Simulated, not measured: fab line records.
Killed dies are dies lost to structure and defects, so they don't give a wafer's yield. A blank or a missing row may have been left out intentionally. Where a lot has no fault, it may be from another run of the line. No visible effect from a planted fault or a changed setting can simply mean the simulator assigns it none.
Problem report, 8D (eight disciplines) form, completed by code / flow sky130 / the parts of the form that need people (team, actions taken, sign-off) are left out

## 1. THE ISSUE
Mean of run_length_s at SKY_SPACER_ETCHBACK_02: 86.5 s across 3 wafers in 3 lots; on wafers with no fault it is 75.1 s (standard deviation 0.34). That is +34 standard deviations from the usual mean.
The step: etches Si3N4 in CH3F/O2, stops on SiO2, time 46.7 s, target depth 45 nm.
First observed at day 28 04:58: wafer L617.6, on rie_diel-01. The record has a number at this step for 31 wafers belonging to 11 lots. Rule for "out", or "out of limits": more than 4 standard deviations from the usual mean. The rest of the wafers with a number are treated as sound.

## 2. WHAT IT IS, WHAT IT ISN'T
question=which readings at this step | is=run_length_s, oes_product_au | is not=ch3f_flow_sccm, chamber_pressure_mTorr, drypump_motor_current_A, throttle_valve_pct
question=which lots | is=L617, L618, L619 | is not=L605, L606, L608, L609, L614, L615, L616, L626
question=which wafers of those lots | is=L617.6, L618.2, L619.6 | is not=L617.3, L618.4, L618.5, L619.5
question=read on which tools | is=rie_diel-01 | is not=rie_diel-03
question=when | is=from day 28 04:58 | is not=up to then (22 sound wafers); but 6 sound wafers of L618, L619, L626 came after

## 3. SUSPECTS, AND WHAT RULES EACH OUT
Counting: any tool at a process step up to the reading remains a suspect provided it ran every lot that is out. Sound lots after the first of them don't rule it out here, since some wafers of a struck lot are sound.
- rie_diel-01 at SKY_SPACER_ETCHBACK_02 (etches Si3N4 in CH3F/O2, stops on SiO2, time 46.7 s, target depth 45 nm): kept. It processed each lot that is out (first: L617, day 28 04:58); up to then, its last sound lot is L616 (day 27 18:21). Out on those wafers are its own readings of oes_product_au, run_length_s.
The count leaves rie_diel-01 at SKY_SPACER_ETCHBACK_02.

## 4. THE CAUSE (what the simulator had put in)
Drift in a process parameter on rie_diel-01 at SKY_SPACER_ETCHBACK_02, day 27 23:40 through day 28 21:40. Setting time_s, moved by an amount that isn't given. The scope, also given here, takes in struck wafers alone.
The count eliminated every tool but this one.

## 5. SEQUENCE OF EFFECTS, ordered by route
One row per reading whose mean, taken over the struck wafers that have a number, lies over 3 standard deviations from the usual. Readings are gone through only where the record gives a usual standard deviation; hours: the median, over the lots, of the time from a lot's start at the first step in this table giving one to that lot's start at this step; sigmas: the change measured in usual standard deviations.
hours=0; step=SKY_SPACER_ETCHBACK_02; reading=oes_product_au; usual=0.855 a.u.; on struck wafers=0.760; change=-0.095; sigmas=-14
hours=0; step=SKY_SPACER_ETCHBACK_02; reading=run_length_s; usual=75.1 s; on struck wafers=86.5; change=+11.4; sigmas=+34
hours=29; step=SKY_POLY_CUT_ETCH_11; reading=oes_product_au; usual=0.828 a.u.; on struck wafers=0.804; change=-0.024; sigmas=-3.4
Its process steps:
- SKY_SPACER_ETCHBACK_02: etches Si3N4 in CH3F/O2, stops on SiO2, time 46.7 s, target depth 45 nm.
- SKY_POLY_CUT_ETCH_11: etches Si3N4 in CF4/CH2F2/Ar, stops on poly-Si, time 42.5 s, target depth 60 nm.

## 6. HOW IT WOULD HAVE BEEN CAUGHT EARLIER
The fault began at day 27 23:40; the first out-of-limits reading in this record came at day 28 04:58, 5 hours later.
